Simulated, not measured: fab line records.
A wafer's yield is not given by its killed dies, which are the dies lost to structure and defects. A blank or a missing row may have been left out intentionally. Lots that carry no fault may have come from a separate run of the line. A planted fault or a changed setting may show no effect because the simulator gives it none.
Comparing a struck lot with a sound one | flow sky130 | 15 out of 708 route steps
Sound: wafers L839.2, L839.5, L839.6. Struck: wafers L826.1, L826.2, L826.6. At the end, the cause is stated.
Each step with rows lists, per side, the tool, then ch with its chambers, then its first start. Under that, the readings that differ: sound wafers | struck wafers | difference of the means | sigmas: that difference in standard deviations of wafers without a fault.
alike: same words and numbers on both sides, and readings whose means sit less than 2 such deviations apart. not compared: any withheld reading, any reading some wafer has no value for, any bound like >300 that may hide the same value, and any number with overlapping values for which the record gives no deviation.
A row with sigmas, a row that says differs or no value, or rows on one side alone: a step with any of these is where the two part. Numbers that have no deviation but don't overlap get no sigmas and don't part them. Lack of a reading on every wafer of one side parts them only where that side has two or more wafers.

first, 5 steps without rows for these wafers: SKY_LI_CONTACT_COAT_07 (resist thk 450 nm); SKY_LI_CONTACT_SOFTBAKE_08 (time 90 s); SKY_LI_CONTACT_EXPOSE_09 (exposes mask LICM1, target cd 170 nm); SKY_LI_CONTACT_PEB_10; SKY_LI_CONTACT_DEVELOP_11 (develop time 60 s).
SKY_LI_CONTACT_CD_MEAS_12 targets a cd of 170 nm.
  struck on cd-sem-01, day 32 04:26; sound on cd-sem-02, day 36 00:17
  alike: cd-nm
SKY_LI_CONTACT_OVL_MEAS_13:
  struck on overlay-02, day 32 04:33; sound on overlay-02, day 36 00:23
  alike: LI_CONTACT_OVL
SKY_LI_CONTACT_ETCH_14: etches BARC in N2/H2, stops on SiO2, time 45.9 s, target depth 60 nm.
  sound on rie-diel-01 ch 2,3, day 36 00:25; struck on rie-diel-03 ch 0,2, day 32 04:35
  alike: drypump-motor-current-A, oes-product-au, throttle-valve-pct
  not compared: rf-hours-counter-h
SKY_LI_CONTACT_ETCH_15: etches PSG in C4F8/O2/Ar, stops on Si, target depth 600 nm.
  sound on rie-diel-01 ch 2,3, day 36 00:28; struck on rie-diel-03 ch 0,2, day 32 04:38
  alike: oes-product-au
SKY_LI_CONTACT_STRIP_16: strips in O2/N2.
  sound on plasma-asher-01 ch 0,1, day 36 00:32; struck on plasma-asher-01 ch 0,1, day 32 04:43
  alike: drypump-motor-current-A, oes-product-au, strip-time-to-endpoint-s
  not compared: rf-hours-counter-h
then, 2 steps without rows for these wafers: SKY_LI_CONTACT_CLEAN_17 (cleans in NMP, time 600 s); SKY_LI_CONTACT_PRE_CLEAN_18 (time 5.6 s).
SKY_LI_CONTACT_SPUTTER_19: material Ti, target thk 20 nm, time 106.37 s.
  struck on pvd-sputter-02, day 32 05:01; sound on pvd-sputter-02, day 36 00:50
  reading                                       | sound                | struck               | difference | sigmas
  cathode-dc-power-W (W)                        | 2500.5 2499.9 2500.9 | 2498.8 2499.9 2499.2 | -1.1       | -3
  model.Ti_of_LI_CONTACT_SPUTTER_19.thk-nm (nm) | 20.11 20.14 20.18    | 17.71 17.99 17.91    | -2.27      |
  alike: throttle-valve-pct
SKY_LI_CONTACT_SPUTTER_20: material TiN, target thk 20 nm, time 80 s.
  struck on pvd-sputter-02, day 32 05:05; sound on pvd-sputter-02, day 36 00:55
  alike: cathode-dc-power-W, throttle-valve-pct
-- here the record skips 16 days between the struck wafers' starts before and after, leaving off in module LI_CONTACT and picking up in module PAD_OPEN (first step shown: number 708 of the route) --
SKY_PAD_OPEN_PROBE_99:
  the record has rows for the struck wafers here (prober-01, day 48 02:21) and none for the sound ones

## WHERE THEY PART
At SKY_LI_CONTACT_SPUTTER_19 first; at SKY_PAD_OPEN_PROBE_99 last (within this record only).

WHY: the cause the simulator had injected
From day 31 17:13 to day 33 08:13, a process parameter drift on pvd-sputter-02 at SKY_LI_CONTACT_SPUTTER_19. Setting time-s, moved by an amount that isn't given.
